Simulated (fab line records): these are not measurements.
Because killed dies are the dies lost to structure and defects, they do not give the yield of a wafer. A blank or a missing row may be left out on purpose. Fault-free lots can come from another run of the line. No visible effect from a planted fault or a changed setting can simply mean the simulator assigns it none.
The tool behind it: which one? / flow sky130 / 45 wafers from 15 lots sampled at 4 of the route's 708 steps

## WHAT THE GAUGES READ, wafer by wafer
SKY_CAPM_OVL_MEAS_12. Usual: CAPM_OVL typically reads -0.2 nm, with standard deviation 1.6.
lot=L412; measured=day 37 17:08; on=overlay-01; CAPM_OVL (nm)=1.4 0.0 -1.2; flag=
lot=L413; measured=day 38 02:44; on=overlay-01; CAPM_OVL (nm)=0.6 0.3 -0.2; flag=
lot=L414; measured=day 38 13:14; on=overlay-01; CAPM_OVL (nm)=0.4 0.6 1.0; flag=
lot=L415; measured=day 38 21:17; on=overlay-02; CAPM_OVL (nm)=-3.2 -4.2 -4.4; flag=
lot=L416; measured=day 39 01:19; on=overlay-01; CAPM_OVL (nm)=0.1 0.7 -0.9; flag=
lot=L417; measured=day 39 17:19; on=overlay-02; CAPM_OVL (nm)=1.6 0.3 1.4; flag=
lot=L421; measured=day 40 22:38; on=overlay-01; CAPM_OVL (nm)=1.3 0.8 1.2; flag=
lot=L423; measured=day 41 14:29; on=overlay-02; CAPM_OVL (nm)=-0.6 -1.5 -0.5; flag=
lot=L424; measured=day 41 16:41; on=overlay-02; CAPM_OVL (nm)=1.2 1.4 0.4; flag=
lot=L426; measured=day 42 16:56; on=overlay-01; CAPM_OVL (nm)=-1.6 -1.3 0.3; flag=
lot=L428; measured=day 42 19:56; on=overlay-01; CAPM_OVL (nm)=0.8 -0.7 -0.1; flag=
lot=L431; measured=day 43 10:35; on=overlay-01; CAPM_OVL (nm)=-0.6 -0.7 -0.2; flag=
lot=L432; measured=day 43 13:38; on=overlay-02; CAPM_OVL (nm)=-1.9 -0.1 -2.3; flag=
lot=L433; measured=day 44 05:02; on=overlay-01; CAPM_OVL (nm)=-0.7 -0.9 -1.1; flag=
lot=L434; measured=day 44 06:57; on=overlay-01; CAPM_OVL (nm)=1.5 1.7 2.5; flag=

SKY_VIA3_BOW_MEAS_03. Usual: VIA3_BOW typically reads 81 um, with standard deviation 7.6.
lot=L412; measured=day 38 21:10; on=film-metro-01; VIA3_BOW (um)=74 61 70; flag=
lot=L413; measured=day 39 06:44; on=film-metro-01; VIA3_BOW (um)=71 80 86; flag=
lot=L414; measured=day 39 16:52; on=film-metro-02; VIA3_BOW (um)=80 77 84; flag=
lot=L415; measured=day 40 01:04; on=film-metro-02; VIA3_BOW (um)=91 86 73; flag=
lot=L416; measured=day 40 04:44; on=film-metro-01; VIA3_BOW (um)=93 88 83; flag=
lot=L417; measured=day 40 20:26; on=film-metro-03; VIA3_BOW (um)=86 86 72; flag=
lot=L421; measured=day 42 01:17; on=film-metro-02; VIA3_BOW (um)=78 84 74; flag=
lot=L428; measured=day 43 21:25; on=film-metro-01; VIA3_BOW (um)=69 77 93; flag=
lot=L431; measured=day 44 11:40; on=film-metro-01; VIA3_BOW (um)=97 87 79; flag=
lot=L432; measured=day 44 14:36; on=film-metro-02; VIA3_BOW (um)=77 80 79; flag=
lot=L433; measured=day 45 05:20; on=film-metro-01; VIA3_BOW (um)=70 89 66; flag=
lot=L434; measured=day 45 07:14; on=film-metro-02; VIA3_BOW (um)=90 93 78; flag=

## EACH LOT AND THE TOOL THAT RAN IT (in order: tool; ch and the chambers of the sampled wafers; start)
lot=L412; SKY_METAL3_DEVELOP_12=litho-track-04 ch 0, day 38 19:00; SKY_METAL3_ETCH_16=rie-metal-03 ch 0,1, day 38 19:41
lot=L413; SKY_METAL3_DEVELOP_12=litho-track-02 ch 0, day 39 04:00; SKY_METAL3_ETCH_16=rie-metal-01 ch 0,1, day 39 05:19
lot=L414; SKY_METAL3_DEVELOP_12=litho-track-02 ch 0, day 39 14:00; SKY_METAL3_ETCH_16=rie-metal-01 ch 0,1, day 39 15:16
lot=L415; SKY_METAL3_DEVELOP_12=litho-track-02 ch 0, day 39 22:00; SKY_METAL3_ETCH_16=rie-metal-02 ch 1, day 39 23:23
lot=L416; SKY_METAL3_DEVELOP_12=litho-track-04 ch 0, day 40 02:00; SKY_METAL3_ETCH_16=rie-metal-02 ch 1, day 40 03:13
lot=L417; SKY_METAL3_DEVELOP_12=litho-track-03 ch 0, day 40 18:00; SKY_METAL3_ETCH_16=rie-metal-02 ch 0,1, day 40 19:01
lot=L421; SKY_METAL3_DEVELOP_12=litho-track-02 ch 0, day 41 23:00; SKY_METAL3_ETCH_16=rie-metal-01 ch 0,1, day 41 23:52
lot=L423; SKY_METAL3_DEVELOP_12=litho-track-03, day 42 14:00; SKY_METAL3_ETCH_16=rie-metal-03 ch 0,1, day 42 14:55
lot=L424; SKY_METAL3_DEVELOP_12=litho-track-03, day 42 16:00; SKY_METAL3_ETCH_16=rie-metal-01 ch 0,1, day 42 16:25
lot=L426; SKY_METAL3_DEVELOP_12=litho-track-02, day 43 16:00; SKY_METAL3_ETCH_16=rie-metal-01 ch 0,1, day 43 17:19
lot=L428; SKY_METAL3_DEVELOP_12=litho-track-04 ch 0, day 43 19:00; SKY_METAL3_ETCH_16=rie-metal-02 ch 0,1, day 43 19:56
lot=L431; SKY_METAL3_DEVELOP_12=litho-track-03 ch 0, day 44 09:00; SKY_METAL3_ETCH_16=rie-metal-02 ch 0,1, day 44 10:12
lot=L432; SKY_METAL3_DEVELOP_12=litho-track-03 ch 0, day 44 12:00; SKY_METAL3_ETCH_16=rie-metal-02 ch 0,1, day 44 13:06
lot=L433; SKY_METAL3_DEVELOP_12=litho-track-02 ch 0, day 45 03:00; SKY_METAL3_ETCH_16=rie-metal-03 ch 0,1, day 45 03:55
lot=L434; SKY_METAL3_DEVELOP_12=litho-track-02 ch 0, day 45 05:00; SKY_METAL3_ETCH_16=rie-metal-02 ch 0,1, day 45 05:46
- SKY_METAL3_DEVELOP_12: develop time 60 s.
- SKY_METAL3_ETCH_16: etches BARC in N2/H2, stops on SiO2, time 88.2 s, target depth 60 nm.

## AS READ BY THE TOOLS THEMSELVES (means over the sampled wafers that have a number; for cases with no such wafer, the mark the record gives instead)
SKY_METAL3_DEVELOP_12. Usual: chill-plate-temp-C 22.98 C, standard deviation 0.11.
lot=L412; tool=litho-track-04; chill-plate-temp-C (C)=22.84; flag=
lot=L413; tool=litho-track-02; chill-plate-temp-C (C)=23.00; flag=
lot=L414; tool=litho-track-02; chill-plate-temp-C (C)=23.00; flag=
lot=L415; tool=litho-track-02; chill-plate-temp-C (C)=22.88; flag=
lot=L416; tool=litho-track-04; chill-plate-temp-C (C)=22.86; flag=
lot=L417; tool=litho-track-03; chill-plate-temp-C (C)=23.00; flag=
lot=L421; tool=litho-track-02; chill-plate-temp-C (C)=22.83; flag=
lot=L423; tool=litho-track-03; chill-plate-temp-C (C)=-; flag=OFF
lot=L424; tool=litho-track-03; chill-plate-temp-C (C)=-; flag=OFF
lot=L426; tool=litho-track-02; chill-plate-temp-C (C)=-; flag=OFF
lot=L428; tool=litho-track-04; chill-plate-temp-C (C)=23.03; flag=
lot=L431; tool=litho-track-03; chill-plate-temp-C (C)=22.91; flag=
lot=L432; tool=litho-track-03; chill-plate-temp-C (C)=23.00; flag=
lot=L433; tool=litho-track-02; chill-plate-temp-C (C)=23.10; flag=
lot=L434; tool=litho-track-02; chill-plate-temp-C (C)=23.00; flag=

SKY_METAL3_ETCH_16. Usual: drypump-motor-current-A 5.6 A, standard deviation 0.54; oes-product-au 0.625 a.u., standard deviation 0.0044; throttle-valve-pct 13.206 %, standard deviation 0.0097.
lot=L412; tool=rie-metal-03; drypump-motor-current-A (A)=5.7; oes-product-au (a.u.)=0.627; throttle-valve-pct (%)=13.216; flag=
lot=L413; tool=rie-metal-01; drypump-motor-current-A (A)=6.0; oes-product-au (a.u.)=0.630; throttle-valve-pct (%)=13.200; flag=
lot=L414; tool=rie-metal-01; drypump-motor-current-A (A)=5.6; oes-product-au (a.u.)=0.629; throttle-valve-pct (%)=13.208; flag=
lot=L415; tool=rie-metal-02; drypump-motor-current-A (A)=5.7; oes-product-au (a.u.)=0.627; throttle-valve-pct (%)=13.210; flag=
lot=L416; tool=rie-metal-02; drypump-motor-current-A (A)=5.7; oes-product-au (a.u.)=0.626; throttle-valve-pct (%)=13.215; flag=
lot=L417; tool=rie-metal-02; drypump-motor-current-A (A)=5.4; oes-product-au (a.u.)=0.623; throttle-valve-pct (%)=13.195; flag=
lot=L421; tool=rie-metal-01; drypump-motor-current-A (A)=6.0; oes-product-au (a.u.)=0.628; throttle-valve-pct (%)=13.210; flag=
lot=L423; tool=rie-metal-03; drypump-motor-current-A (A)=5.8; oes-product-au (a.u.)=0.623; throttle-valve-pct (%)=13.211; flag=
lot=L424; tool=rie-metal-01; drypump-motor-current-A (A)=5.6; oes-product-au (a.u.)=0.624; throttle-valve-pct (%)=13.210; flag=
lot=L426; tool=rie-metal-01; drypump-motor-current-A (A)=6.0; oes-product-au (a.u.)=0.624; throttle-valve-pct (%)=13.205; flag=
lot=L428; tool=rie-metal-02; drypump-motor-current-A (A)=5.4; oes-product-au (a.u.)=0.622; throttle-valve-pct (%)=13.199; flag=
lot=L431; tool=rie-metal-02; drypump-motor-current-A (A)=5.1; oes-product-au (a.u.)=0.625; throttle-valve-pct (%)=13.198; flag=
lot=L432; tool=rie-metal-02; drypump-motor-current-A (A)=5.4; oes-product-au (a.u.)=0.626; throttle-valve-pct (%)=13.201; flag=
lot=L433; tool=rie-metal-03; drypump-motor-current-A (A)=5.8; oes-product-au (a.u.)=0.619; throttle-valve-pct (%)=13.214; flag=
lot=L434; tool=rie-metal-02; drypump-motor-current-A (A)=5.1; oes-product-au (a.u.)=0.624; throttle-valve-pct (%)=13.212; flag=

## THE ANSWER, worked out from the rows above alone
Rule: a lot counts as off when the mean over its wafers that have a number is more than 3 standard deviations away from the usual mean. A lot without any number at a reading at which 4 lots or more have one is off too. All remaining lots with rows at the step are treated as sound. Order of review: gauges by route order, followed by the tools' own readings, for which a lot's mean as printed above is used. The first step at which some lot is off is used, and at that step the reading that is off furthest; a lot without a number counts as furthest.
Off, at SKY_METAL3_DEVELOP_12 on chill-plate-temp-C: L423, L424, L426. Without a number there: L423, L424, L426.
A tool fits if, at that step or a process step before it, it ran every lot that is off, and no sound lot after the first of them. None of those tried fits.

## WHAT THE SIMULATOR HAD PUT IN
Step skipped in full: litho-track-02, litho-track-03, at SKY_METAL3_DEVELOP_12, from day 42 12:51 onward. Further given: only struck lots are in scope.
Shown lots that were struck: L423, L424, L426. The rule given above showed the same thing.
